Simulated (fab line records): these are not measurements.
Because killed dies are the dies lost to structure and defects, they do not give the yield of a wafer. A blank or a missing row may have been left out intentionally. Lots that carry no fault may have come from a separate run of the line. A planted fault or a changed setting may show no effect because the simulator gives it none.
fab line records ; flow sky130
[record] lots = 6; wafers = 18; lastDay = 50
route steps=708 shown POLY_GATE@222 PAD_OPEN@708
lots untouched by any fault: they come from a run of this same line in which no faults occurred
startH: start of the lot's first displayed wafer, in hours after the record's first day ; waitH: hours elapsed since this lot's preceding step ; " as in the row above ; L1.1+2: a row that stands for several wafers ; - no value present, or no start provided ; * or withheld: withheld ; < > ~ a bound
route shown NAME@n: names a module that has steps shown in the file, with the first one's number in the route ; usual: average and standard deviation across the fault-free wafers ; same: alike in all rows ; chamber/n: place in a boat ; sites: readings site by site ; _std_site: their standard deviation ; _edge_site: mean of outer sites minus mean of inner sites ; radiusMm: for every site, how far away it sits from the centre of the wafer ; mask NAME#n: copy n ; behind: tool/chamber where the wafer was last shaped ; hold: what put the lot on hold/how long, in hours/how the hold closed ; device: transistor that didn't switch, given as n, p or np ; end of line: the same wafers' tests at the end of the route ; a step given without rows: its recipe and nothing more ; killed: the dies lost at the first sort to structure and to defects; this is not the yield of the wafer ; map: a wafer's dies, x killed, . not, _ none there
set.NAME: the run value of the setting; set.NAME@STEP: its run value at that earlier step ; model.NAME: the simulator's own value behind a step, which no gauge read
lots at some steps of the route; a table a step, a row a wafer
services: the hour from which a tool's chamber was out of use, counted from the record's first day as startH (under 0 if before that day), plus the number of hours and why
[[steps]]
[step SKY_POLY_GATE_COAT_08]
[recipe] resist = KrF-thick; spinRpm = 3000; resistThkNm = 450
[step SKY_POLY_GATE_SOFTBAKE_09]
[recipe] tempC = 100; timeS = 90; resist = KrF-thick
[step SKY_POLY_GATE_EXPOSE_10]
[recipe] maskId = P1M; na = 0.68; sourceShape = conventional; sigmaOuter = 0.6; targetCdNm = 150; doseMj = 28
[step SKY_POLY_GATE_PEB_11]
[recipe] pebTempC = withheld; pebTimeS = withheld; resist = KrF-thick
[step SKY_POLY_GATE_DEVELOP_12]
[recipe] developTimeS = 60; resist = KrF-thick; devTempC = 21
[step SKY_POLY_GATE_CD_MEAS_13]
[recipe] targetCdNm = 150
[usual] cdNm = 150.2/1.3
lot.wafer;tool;chamber;startH;waitH;cdNm
L468.2;cdSem-01;-;419.86;-;149.0
L468.4;cdSem-01;-;419.86;-;148.6
L468.5;cdSem-01;-;419.86;-;148.5
L472.1;cdSem-02;-;458.94;-;151.4
L472.4;cdSem-02;-;458.94;-;150.7
L472.6;cdSem-02;-;458.94;-;150.5
L478.1;cdSem-01;-;506.28;-;150.6
L478.2;cdSem-01;-;506.28;-;150.0
L478.5;cdSem-01;-;506.28;-;148.3
L480.2;cdSem-02;-;521.03;-;150.3
L480.4;cdSem-02;-;521.03;-;150.5
L480.5;cdSem-02;-;521.03;-;149.1
L484.1;cdSem-01;-;562.94;-;150.7
L484.3;cdSem-01;-;562.94;-;149.0
L484.6;cdSem-01;-;562.94;-;150.2
L485.1;cdSem-01;-;566.09;-;150.5
L485.2;cdSem-01;-;566.09;-;150.6
L485.6;cdSem-01;-;566.09;-;150.6
[step SKY_POLY_GATE_OVL_MEAS_14]
[usual] POLY_GATE_OVL = 2/5.5
lot.wafer;tool;chamber;startH;waitH;POLY_GATE_OVL[nm]
L468.2;overlay-01;-;419.96;0.1;-2
L468.4;overlay-01;-;419.96;0.1;2
L468.5;overlay-01;-;419.96;0.1;1
L472.1;overlay-02;-;459.06;0.1;-1
L472.4;overlay-02;-;459.06;0.1;12
L472.6;overlay-02;-;459.06;0.1;0
L478.1;overlay-02;-;506.40;0.1;-8
L478.2;overlay-02;-;506.40;0.1;-1
L478.5;overlay-02;-;506.40;0.1;-1
L480.2;overlay-01;-;521.14;0.1;-1
L480.4;overlay-01;-;521.14;0.1;3
L480.5;overlay-01;-;521.14;0.1;4
L484.1;overlay-01;-;563.06;0.1;-1
L484.3;overlay-01;-;563.06;0.1;2
L484.6;overlay-01;-;563.06;0.1;-4
L485.1;overlay-01;-;566.21;0.1;7
L485.2;overlay-01;-;566.21;0.1;0
L485.6;overlay-01;-;566.21;0.1;3
[step SKY_POLY_GATE_ETCH_15]
[recipe] chemistry = N2/H2; target = BARC; ionEnergyEv = 200; sourceW = 500; biasW = 100; pressureMtorr = 30; n2FlowSccm = 100; h2FlowSccm = 200; stopOn = SiO2; timeS = 118.5; targetDepthA = 1100
[usual] drypumpMotorCurrentA = 5.8/0.39; oesProductAu = 0.717/0.0046; throttleValvePct = 13.212/0.01
lot.wafer;tool;chamber;startH;waitH;drypumpMotorCurrentA;oesProductAu;rfHoursCounterH;throttleValvePct
L468.2;rieDiel-04;1;419.99;0.0;5.7;0.717;58;13.200
L468.4;rieDiel-04;0;419.99;0.0;5.1;0.713;76;13.201
L468.5;rieDiel-04;2;419.99;0.0;6.3;0.713;-;13.210
L472.1;rieDiel-01;0;459.09;0.0;6.2;0.712;1;13.217
L472.4;rieDiel-01;1;459.09;0.0;5.8;0.715;13;13.228
L472.6;rieDiel-01;3;459.09;0.0;5.8;0.710;-;13.205
L478.1;rieDiel-01;1;506.43;0.0;5.8;0.709;15;13.208
L478.2;rieDiel-01;0;506.43;0.0;6.2;0.723;2;13.197
L478.5;rieDiel-01;3;506.43;0.0;5.8;0.715;-;13.203
L480.2;rieDiel-01;2;521.17;0.0;5.8;0.718;72;13.224
L480.4;rieDiel-01;2;521.17;0.0;5.8;0.715;-;13.213
L480.5;rieDiel-01;1;521.17;0.0;5.8;0.721;-;13.198
L484.1;rieDiel-01;0;563.09;0.0;6.1;0.712;3;13.214
L484.3;rieDiel-01;3;563.09;0.0;5.8;0.716;63;13.207
L484.6;rieDiel-01;1;563.09;0.0;5.8;0.719;-;13.237
L485.1;rieDiel-01;3;566.24;0.0;5.8;0.727;63;13.202
L485.2;rieDiel-01;2;566.24;0.0;5.8;0.712;73;13.199
L485.6;rieDiel-01;2;566.24;0.0;5.8;0.722;-;13.204
[step SKY_POLY_GATE_ETCH_16]
[recipe] stopOn = poly-Si; chemistry = CH3F/O2; target = Si3N4; sourceW = 400; biasW = 80; pressureMtorr = 25; ch3fFlowSccm = 40; O2_flow_sccm = 30; timeS = 147.5; targetDepthA = 750
[usual] drypumpMotorCurrentA = 5.7/0.39; oesProductAu = 0.643/0.0052; throttleValvePct = 10.536/0.0099
lot.wafer;tool;chamber;startH;waitH;drypumpMotorCurrentA;oesProductAu;rfHoursCounterH;throttleValvePct
L468.2;rieDiel-04;1;420.08;0.0;5.7;0.636;58;10.545
L468.4;rieDiel-04;0;420.08;0.0;5.1;0.641;76;10.547
L468.5;rieDiel-04;2;420.08;0.0;6.3;0.642;-;10.533
L472.1;rieDiel-01;0;459.18;0.0;6.1;0.645;1;10.540
L472.4;rieDiel-01;1;459.18;0.0;5.7;0.651;13;10.550
L472.6;rieDiel-01;3;459.18;0.0;5.8;0.639;-;10.543
L478.1;rieDiel-01;1;506.52;0.0;5.8;0.644;15;10.523
L478.2;rieDiel-01;0;506.52;0.0;6.1;0.647;2;10.532
L478.5;rieDiel-01;3;506.52;0.0;5.8;0.643;-;10.542
L480.2;rieDiel-01;2;521.25;0.0;5.8;0.634;72;10.533
L480.4;rieDiel-01;2;521.25;0.0;5.8;0.645;-;10.520
L480.5;rieDiel-01;1;521.25;0.0;5.8;0.646;-;10.545
L484.1;rieDiel-01;0;563.17;0.0;6.1;0.640;3;10.530
L484.3;rieDiel-01;3;563.17;0.0;5.8;0.645;63;10.535
L484.6;rieDiel-01;1;563.17;0.0;5.8;0.649;-;10.521
L485.1;rieDiel-01;3;566.32;0.0;5.8;0.639;63;10.525
L485.2;rieDiel-01;2;566.32;0.0;5.8;0.646;73;10.522
L485.6;rieDiel-01;2;566.32;0.0;5.8;0.648;-;10.542
[step SKY_POLY_GATE_ETCH_17]
[recipe] targetDepthNm = 180; stopOn = SiO2; overEtchFrac = 0.56667; chemistry = HBr/Cl2; target = poly-Si; icpW = 400; biasW = 100; pressureMtorr = 10; HBr_flow_sccm = 150; Cl2_flow_sccm = 50; timeS = 70.5
[usual] drypumpMotorCurrentA = 5.8/0.48; oesProductAu = 0.984/0.007; throttleValvePct = 33.686/0.0086
lot.wafer;tool;chamber;startH;waitH;drypumpMotorCurrentA;oesProductAu;rfHoursCounterH;throttleValvePct
L468.2;rieSi-02;1;420.17;0.0;4.8;0.983;0;33.704
L468.4;rieSi-02;3;420.17;0.0;5.9;0.987;-;33.696
L468.5;rieSi-02;0;420.17;0.0;5.5;0.973;-;33.692
L472.1;rieSi-01;1;459.27;0.0;5.6;0.975;2;33.698
L472.4;rieSi-01;0;459.27;0.0;5.9;0.974;26;33.677
L472.6;rieSi-01;1;459.27;0.0;5.6;0.977;-;33.694
L478.1;rieSi-01;3;506.62;0.0;6.0;0.988;44;33.684
L478.2;rieSi-01;0;506.62;0.0;5.9;0.992;27;33.689
L478.5;rieSi-01;2;506.62;0.0;6.7;0.987;-;33.676
L480.2;rieSi-02;1;521.35;0.0;4.8;0.982;1;33.688
L480.4;rieSi-02;0;521.35;0.0;5.6;0.984;4;33.690
L480.5;rieSi-02;0;521.35;0.0;5.6;0.989;-;33.694
L484.1;rieSi-01;2;563.27;0.0;6.6;0.984;0;33.681
L484.3;rieSi-01;0;563.27;0.0;5.9;0.974;27;33.683
L484.6;rieSi-01;0;563.27;0.0;5.9;0.982;-;33.682
L485.1;rieSi-02;2;566.42;0.0;5.7;0.991;1;33.675
L485.2;rieSi-02;3;566.42;0.0;5.9;0.988;3;33.686
L485.6;rieSi-02;0;566.42;0.0;5.6;0.981;-;33.694
[step SKY_POLY_GATE_STRIP_18]
[recipe] chemistry = O2/N2; powerW = 1400; pressureMtorr = 1500; platenTempC = withheld; o2FlowSccm = 3000; n2FlowSccm = 300; overashFraction = 0.5
[usual] drypumpMotorCurrentA = 5.6/0.6; oesProductAu = 0.361/0.005; stripTimeToEndpointS = 3.16/0.049
lot.wafer;tool;chamber;startH;waitH;drypumpMotorCurrentA;oesProductAu;rfHoursCounterH;stripTimeToEndpointS
L468.2;plasmaAsher-03;0;420.23;0.0;4.9;0.360;30;3.09
L468.4;plasmaAsher-03;1;420.23;0.0;6.3;0.358;-;3.09
L468.5;plasmaAsher-03;1;420.23;0.0;6.3;0.351;-;3.06
L472.1;plasmaAsher-03;1;459.33;0.0;6.3;0.361;34;3.23
L472.4;plasmaAsher-03;1;459.33;0.0;6.3;0.362;-;3.22
L472.6;plasmaAsher-03;1;459.33;0.0;6.3;0.360;-;3.11
L478.1;plasmaAsher-01;1;506.67;0.0;5.6;0.365;81;3.17
L478.2;plasmaAsher-01;0;506.67;0.0;6.4;0.361;81;3.17
L478.5;plasmaAsher-01;1;506.67;0.0;5.6;0.352;-;3.09
L480.2;plasmaAsher-02;0;521.41;0.0;4.9;0.358;9;3.20
L480.4;plasmaAsher-02;1;521.41;0.0;5.4;0.366;-;3.21
L480.5;plasmaAsher-02;1;521.41;0.0;5.4;0.368;-;3.19
L484.1;plasmaAsher-01;1;563.33;0.0;5.6;0.356;87;3.17
L484.3;plasmaAsher-01;0;563.33;0.0;6.4;0.359;-;3.12
L484.6;plasmaAsher-01;1;563.33;0.0;5.6;0.356;-;3.16
L485.1;plasmaAsher-01;0;566.48;0.0;6.4;0.356;87;3.06
L485.2;plasmaAsher-01;1;566.48;0.0;5.6;0.361;87;3.16
L485.6;plasmaAsher-01;0;566.48;0.0;6.4;0.363;-;3.15
[step SKY_POLY_GATE_CLEAN_19]
[recipe] chemistry = SC1/SC2; mix = 1:4:20; tempC = 70; timeS = 150; dry = n2Spin
[step SKY_POLY_GATE_OXIDATION_20]
[recipe] tempC = 850; ambient = O2; stabiliseS = 600; purgeS = 300; targetThkA = 40; oxTimeS = 899
[usual] spikeTcBottomC = 870.0/2.5; spikeTcCentreC = 851.3/1.6; spikeTcLowerC = 849.9/0.97; spikeTcTopC = 863.2/0.9; spikeTcUpperC = 849.8/1.1; tubeCenterTempC = 849.99/0.086; tube_center_temp_C_max = 852.2/0.36; zonePowerCentrePct = 20/3.1
lot.wafer;tool;chamber;startH;waitH;spikeTcBottomC;spikeTcCentreC;spikeTcLowerC;spikeTcTopC;spikeTcUpperC;tubeCenterTempC;tube_center_temp_C_max;zonePowerCentrePct;model.SiO2_of_POLY_GATE_OXIDATION_20.thkNm
L468.2;furnace-01;0;423.20;2.8;873.9;849.9;849.9;863.0;850.5;850;852.7;23;4.01
L468.4;furnace-01;0;423.20;2.8;871.2;849.1;849.7;863.1;848.9;850.01;852.5;23;3.97
L468.5;furnace-01;0;423.20;2.8;871.5;851.0;849.6;863.3;849.6;849.75;851.9;22;4.027
L472.1;furnace-01;0;461.52;2.0;872.4;850.8;848.8;863.1;852.0;850.06;852.5;23;3.967
L472.4;furnace-01;0;461.52;2.0;870.3;849.1;851.0;863.6;849.3;850.01;852.4;23;3.979
L472.6;furnace-01;0;461.52;2.0;871.5;849.8;849.1;864.6;848.7;849.87;852.1;23;3.985
L478.1;furnace-01;0;507.72;0.9;838.3;817.9;818.7;831.6;817.7;817.44;819.5;21;2.527
L478.2;furnace-01;0;507.72;0.9;841.8;817.9;817.9;831.3;816.9;817.44;819.4;20;2.55
L478.5;furnace-01;0;507.72;0.9;840.1;816.3;817.2;831.3;816.8;817.46;819.6;21;2.55
L480.2;furnace-01;0;521.62;0.0;839.7;818.1;818.4;830.0;817.2;817.58;819.4;21;2.744
L480.4;furnace-01;0;521.62;0.0;840.8;817.5;817.1;831.2;816.8;817.48;819.1;21;2.697
L480.5;furnace-01;0;521.62;0.0;840.8;818.4;819.0;830.6;817.3;817.59;820.0;21;2.667
L484.1;furnace-02;0;563.48;0.0;868.6;853.4;850.8;865.7;848.7;849.97;852.1;16;4.002
L484.3;furnace-02;0;563.48;0.0;865.0;850.5;848.1;864.4;849.4;850.11;852.0;16;3.972
L484.6;furnace-02;0;563.48;0.0;866.5;851.9;850.1;863.4;849.0;849.95;852.4;16;3.926
L485.1;furnace-02;0;566.63;0.0;866.5;851.8;850.8;863.4;849.2;849.79;852.5;16;3.957
L485.2;furnace-02;0;566.63;0.0;866.2;852.1;848.7;864.4;847.4;850.08;851.6;16;3.991
L485.6;furnace-02;0;566.63;0.0;869.1;853.3;848.2;863.9;848.7;849.86;852.0;16;4.002
[step SKY_POLY_GATE_THK_MEAS_21]
[recipe] reads = SiO2_of_POLY_GATE_OXIDATION_20
[usual] POLY_GATE_OXIDATION_THK = 3.99/0.077
lot.wafer;tool;chamber;startH;waitH;POLY_GATE_OXIDATION_THK[nm]
L468.2;filmMetro-03;-;424.46;0.0;4.00
L468.4;filmMetro-03;-;424.46;0.0;3.98
L468.5;filmMetro-03;-;424.46;0.0;3.99
L472.1;filmMetro-01;-;462.77;0.0;3.93
L472.4;filmMetro-01;-;462.77;0.0;3.98
L472.6;filmMetro-01;-;462.77;0.0;4.01
L478.1;filmMetro-03;-;508.97;0.0;2.48
L478.2;filmMetro-03;-;508.97;0.0;2.53
L478.5;filmMetro-03;-;508.97;0.0;2.56
L480.2;filmMetro-03;-;522.88;0.0;2.76
L480.4;filmMetro-03;-;522.88;0.0;2.68
L480.5;filmMetro-03;-;522.88;0.0;2.72
L484.1;filmMetro-03;-;564.73;0.0;4.06
L484.3;filmMetro-03;-;564.73;0.0;3.92
L484.6;filmMetro-03;-;564.73;0.0;3.92
L485.1;filmMetro-03;-;567.88;0.0;3.99
L485.2;filmMetro-03;-;567.88;0.0;3.98
L485.6;filmMetro-03;-;567.88;0.0;3.99
[step SKY_POLY_GATE_CD_MEAS_22]
[usual] cdNm = 150.3/2.6
lot.wafer;tool;chamber;startH;waitH;cdNm
L468.2;cdSem-02;-;424.54;0.1;145.1
L468.4;cdSem-02;-;424.54;0.1;149.6
L468.5;cdSem-02;-;424.54;0.1;149.2
L472.1;cdSem-01;-;462.83;0.1;153.8
L472.4;cdSem-01;-;462.83;0.1;148.9
L472.6;cdSem-01;-;462.83;0.1;149.9
L478.1;cdSem-02;-;509.03;0.1;147.6
L478.2;cdSem-02;-;509.03;0.1;149.7
L478.5;cdSem-02;-;509.03;0.1;149.5
L480.2;cdSem-01;-;522.95;0.1;148.6
L480.4;cdSem-01;-;522.95;0.1;151.9
L480.5;cdSem-01;-;522.95;0.1;147.4
L484.1;cdSem-02;-;564.79;0.1;154.1
L484.3;cdSem-02;-;564.79;0.1;147.3
L484.6;cdSem-02;-;564.79;0.1;149.7
L485.1;cdSem-02;-;567.94;0.1;151.4
L485.2;cdSem-02;-;567.94;0.1;152.6
L485.6;cdSem-02;-;567.94;0.1;152.0
[step SKY_PAD_OPEN_PROBE_99]
[usual] killed_at_M0_to_M3 = 43/7; killed_at_M4_up = 3.1/1.9; killedAtContacts = 25/6.1; killedAtFrontEnd = 15/4.5; killedAtOther = 0.3/0.55; killedDies = 87/8.9; killedOpen = 47/6.4; killedShort = 40/6.6
[same] grossDies = 492; killedAtBackSide = 0
lot.wafer;tool;chamber;startH;waitH;killed_at_M0_to_M3;killed_at_M4_up;killedAtContacts;killedAtFrontEnd;killedAtOther;killedDies;killedOpen;killedShort;model.etest.tipP.rsOhmSq;model.etest.tipSonos.rsOhmSq;model.etest.resPdiff.lineOhmUm;model.etest.resNdiff.lineOhmUm;model.etest.tipN.rsOhmSq;model.etest.resPdiff.rsOhmSq;model.etest.resNdiff.rsOhmSq;model.etest.pfet_01v8.vtSatV
L468.2;prober-01;-;1114.99;0.1;43;6;26;22;0;97;54;43;6921;2835;1378;753.1;437.5;200.3;119.5;-0.5706
L468.4;prober-01;-;1115.09;0.2;46;2;20;23;1;92;49;42;6908;2757;1398;774.3;437.4;197.6;118.1;-0.5821
L468.5;prober-01;-;1115.14;0.2;49;7;36;23;0;115;71;43;6945;2802;1432;776.7;437;198;119;-0.5938
L472.1;prober-01;-;1137.51;0.1;54;1;25;17;1;98;52;46;6845;2774;1325;755.3;439.8;193.1;119.3;-0.5691
L472.4;prober-01;-;1137.66;0.2;44;3;23;16;1;87;52;35;6818;2735;1346;757;438.2;193.7;119.3;-0.5421
L472.6;prober-01;-;1137.76;0.2;48;6;20;14;0;88;44;44;6890;2726;1394;769;440.3;194.1;119;-0.5354
L478.1;prober-01;-;1165.04;0.1;54;2;30;16;0;102;54;48;6624;2387;1319;750.8;423;189.1;119.5;-0.4806
L478.2;prober-01;-;1165.09;0.1;58;2;33;10;0;103;58;44;6573;2394;1337;761.5;422.6;188.3;119.2;-0.4995
L478.5;prober-01;-;1165.24;0.2;38;4;25;15;0;82;46;35;6575;2372;1320;769.4;425.3;190.8;119.5;-0.4934
L480.2;prober-02;-;1172.62;0.1;40;5;32;14;0;91;51;38;6687;2444;1266;719.2;420.8;187.1;115.1;-0.5643
L480.4;prober-02;-;1172.72;0.2;46;2;31;8;0;87;53;34;6748;2426;1271;735;420.6;187.1;116.5;-0.5887
L480.5;prober-02;-;1172.77;0.2;50;2;21;19;0;92;53;37;6748;2436;1282;728.5;425.6;187.3;114.6;-0.5433
L485.1;prober-01;-;1198.71;0.1;38;2;23;16;0;79;38;41;6873;2607;1365;776.3;438.6;195.6;119;-0.5767
L485.2;prober-01;-;1198.76;0.1;48;1;23;9;0;81;47;34;6834;2627;1409;788.9;440.6;195.7;121.1;-0.5973
L485.6;prober-01;-;1198.96;0.2;53;8;26;20;0;107;53;54;6798;2638;1333;756.6;439.7;195.1;120;-0.5902
L484.1;prober-02;-;1201.93;0.1;30;1;25;29;0;85;45;40;6980;2684;1359;772.6;440.1;197.1;119.3;-0.6476
L484.3;prober-02;-;1202.03;0.2;23;4;25;13;0;65;32;33;6949;2630;1372;742.7;441.1;196.8;119.9;-0.5999
L484.6;prober-02;-;1202.18;0.2;30;4;39;27;1;101;48;53;6975;2655;1329;742.4;445;195.8;120.4;-0.6151
// killed by level:class
L468.2 VIA1:geometricParticle:open=11 FIELD_ISO:geometricParticle:short=8 CONTACT:geometricParticle:open=8 VIA3:geometricParticle:open=8 FIELD_ISO:geometricParticle:open=7 LI_CONTACT:geometricParticle:open=7 VIA1:geometricParticle:short=7 VIA2:geometricParticle:open=7
L468.4 VIA1:geometricParticle:short=9 VIA1:geometricParticle:open=9 LI_CONTACT:geometricParticle:open=8 FIELD_ISO:geometricParticle:open=6 POLY_GATE:geometricParticle:short=5 VIA3:geometricParticle:open=5 VIA2:geometricParticle:open=4 METAL1:geometricParticle:short=4
L468.5 VIA1:geometricParticle:open=13 CONTACT:geometricParticle:open=12 LI_CONTACT:geometricParticle:open=11 VIA3:geometricParticle:open=11 POLY_GATE:geometricParticle:open=7 FIELD_ISO:geometricParticle:short=6 METAL4:geometricParticle:short=6 VIA2:geometricParticle:open=5
L472.1 CONTACT:geometricParticle:open=11 VIA1:geometricParticle:open=10 METAL2:geometricParticle:short=9 VIA3:geometricParticle:open=8 VIA2:geometricParticle:open=7 FIELD_ISO:geometricParticle:short=6 LI_CONTACT:geometricParticle:open=6 METAL1:geometricParticle:short=5
L472.4 VIA1:geometricParticle:open=10 VIA2:geometricParticle:open=10 CONTACT:geometricParticle:open=9 CONTACT:geometricParticle:short=8 VIA3:geometricParticle:open=5 FIELD_ISO:geometricParticle:open=4 METAL2:geometricParticle:short=4 VIA2:geometricParticle:short=4
L472.6 VIA1:geometricParticle:open=22 CONTACT:geometricParticle:open=7 FIELD_ISO:geometricParticle:short=6 METAL1:geometricParticle:short=5 METAL2:geometricParticle:short=5 METAL4:geometricParticle:short=5 LOCAL_INTERCONNECT:geometricParticle:short=4 VIA1:geometricParticle:short=4
L478.1 LI_CONTACT:geometricParticle:open=10 VIA2:geometricParticle:open=10 CONTACT:geometricParticle:open=9 METAL1:geometricParticle:short=7 VIA1:geometricParticle:open=7 METAL3:geometricParticle:short=7 POLY_GATE:geometricParticle:short=6 VIA1:geometricParticle:short=6
L478.2 CONTACT:geometricParticle:open=14 VIA2:geometricParticle:open=13 LI_CONTACT:geometricParticle:open=9 VIA3:geometricParticle:open=8 VIA1:geometricParticle:open=8 METAL1:geometricParticle:short=7 FIELD_ISO:geometricParticle:short=4 LOCAL_INTERCONNECT:geometricParticle:short=4
L478.5 CONTACT:geometricParticle:open=11 VIA1:geometricParticle:short=8 VIA1:geometricParticle:open=8 METAL1:geometricParticle:short=7 LI_CONTACT:geometricParticle:open=5 LI_CONTACT:geometricParticle:short=4 FIELD_ISO:geometricParticle:open=3 METAL4:geometricParticle:short=3
L480.2 LI_CONTACT:geometricParticle:open=11 CONTACT:geometricParticle:open=10 VIA3:geometricParticle:open=8 LOCAL_INTERCONNECT:geometricParticle:short=7 POLY_GATE:geometricParticle:short=5 VIA1:geometricParticle:open=5 METAL1:geometricParticle:open=4 METAL1:geometricParticle:short=4
L480.4 CONTACT:geometricParticle:open=12 VIA3:geometricParticle:open=9 LI_CONTACT:geometricParticle:open=8 VIA1:geometricParticle:open=8 VIA2:geometricParticle:open=7 METAL1:geometricParticle:short=5 FIELD_ISO:geometricParticle:short=4 CONTACT:geometricParticle:short=4
L480.5 VIA2:geometricParticle:open=12 VIA3:geometricParticle:open=9 VIA1:geometricParticle:open=8 CONTACT:geometricParticle:open=8 METAL1:geometricParticle:short=6 METAL2:geometricParticle:short=6 LI_CONTACT:geometricParticle:open=5 FIELD_ISO:geometricParticle:short=4
L485.1 CONTACT:geometricParticle:open=9 VIA1:geometricParticle:open=9 METAL2:geometricParticle:short=8 FIELD_ISO:geometricParticle:short=6 LOCAL_INTERCONNECT:geometricParticle:short=5 METAL1:geometricParticle:short=5 POLY_GATE:geometricParticle:short=4 LI_CONTACT:geometricParticle:open=4
L485.2 VIA3:geometricParticle:open=10 VIA1:geometricParticle:open=9 CONTACT:geometricParticle:short=6 METAL2:geometricParticle:short=6 FIELD_ISO:geometricParticle:open=5 CONTACT:geometricParticle:open=5 VIA2:geometricParticle:short=5 VIA3:geometricParticle:short=5
L485.6 VIA1:geometricParticle:open=14 LI_CONTACT:geometricParticle:open=7 CONTACT:geometricParticle:open=7 METAL2:geometricParticle:short=7 FIELD_ISO:geometricParticle:short=6 VIA1:geometricParticle:short=6 METAL4:geometricParticle:short=6 VIA2:geometricParticle:short=6
L484.1 FIELD_ISO:geometricParticle:short=9 LI_CONTACT:geometricParticle:open=8 POLY_GATE:geometricParticle:short=7 VIA3:geometricParticle:open=7 VIA1:geometricParticle:open=6 FIELD_ISO:geometricParticle:open=5 CONTACT:geometricParticle:open=5 POLY_GATE:geometricParticle:open=4
L484.3 CONTACT:geometricParticle:open=10 CONTACT:geometricParticle:short=6 VIA1:geometricParticle:open=4 LOCAL_INTERCONNECT:geometricParticle:short=4 METAL2:geometricParticle:short=4 FIELD_ISO:geometricParticle:open=3 POLY_GATE:geometricParticle:short=3 LI_CONTACT:geometricParticle:short=3
L484.6 CONTACT:geometricParticle:open=14 LOCAL_INTERCONNECT:geometricParticle:short=11 POLY_GATE:geometricParticle:open=9 FIELD_ISO:geometricParticle:short=6 POLY_GATE:geometricParticle:short=6 LI_CONTACT:geometricParticle:open=6 VIA3:geometricParticle:short=5 CONTACT:geometricParticle:short=5
[[services]]
tool;chamber;startH;hours;kind
rieDiel-01;1;398.59;2.4;repair
rieSi-01;0;412.37;3.3;repair
rieDiel-01;-;412.76;2.8;pm
furnace-02;-;413.96;3.7;pm
plasmaAsher-02;-;421.25;9.0;pm
rieDiel-04;3;428.26;2.0;repair
plasmaAsher-02;-;436.40;1.2;repair
rieSi-02;-;437.65;2.8;pm
rieSi-01;1;437.72;11.8;repair
rieDiel-01;2;439.65;8.7;repair
rieSi-01;0;440.12;13.9;repair
furnace-01;-;440.86;3.1;pm
furnace-02;-;458.32;5.8;pm
rieDiel-04;0;461.89;11.9;repair
rieDiel-01;3;468.79;8.2;repair
furnace-01;-;469.48;3.9;pm
rieSi-01;1;485.50;7.6;repair
plasmaAsher-02;-;498.19;2.2;repair
rieDiel-01;0;516.60;16.0;repair
furnace-01;-;523.12;2.1;repair
furnace-01;-;528.42;7.8;repair
furnace-02;-;534.53;25.9;repair
rieDiel-01;3;539.05;3.9;repair
rieSi-02;-;540.95;2.7;repair
[[key]]
[firstSign] step = SKY_POLY_GATE_OXIDATION_20; reading = tubeCenterTempC; direction = down; sigmas = 99+; usual = *; struck = *
[effect] step = SKY_POLY_GATE_OXIDATION_20; reading = tube_center_temp_C_max; direction = down; sigmas = 90; usual = *; struck = *
[effect] step = SKY_POLY_GATE_THK_MEAS_21; reading = POLY_GATE_OXIDATION_THK; direction = down; sigmas = 18; usual = 3.99; struck = 2.62
[modelEffect] step = SKY_POLY_GATE_OXIDATION_20; value = SiO2_of_POLY_GATE_OXIDATION_20.thkNm; without = 4.027; struck = 2.622
[modelEffect] step = SKY_PAD_OPEN_PROBE_99; value = etest.tipP.rsOhmSq; without = 6851; struck = 6659
metAt SKY_POLY_GATE_OXIDATION_20
struckWafers L478.1,L478.2,L478.5,L480.2,L480.4,L480.5
testerLeftOut L478,L480
onsetBetween 461.52 507.72
[fault] kind = processParameterDrift; tool = furnace-01; chamber = -; onsetH = 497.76; steps = SKY_POLY_GATE_OXIDATION_20; channel = tempC; offset = *; shape = step; endH = 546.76; actsIn = *; stated = *
// testerLeftOut: of these lots the tester's yield and bins aren't shown, on N5 and GAA mostly nor the transistor test; their killed dies are dies lost to structure and defects alone, not to doping, threshold or leakage, so they don't give the yield
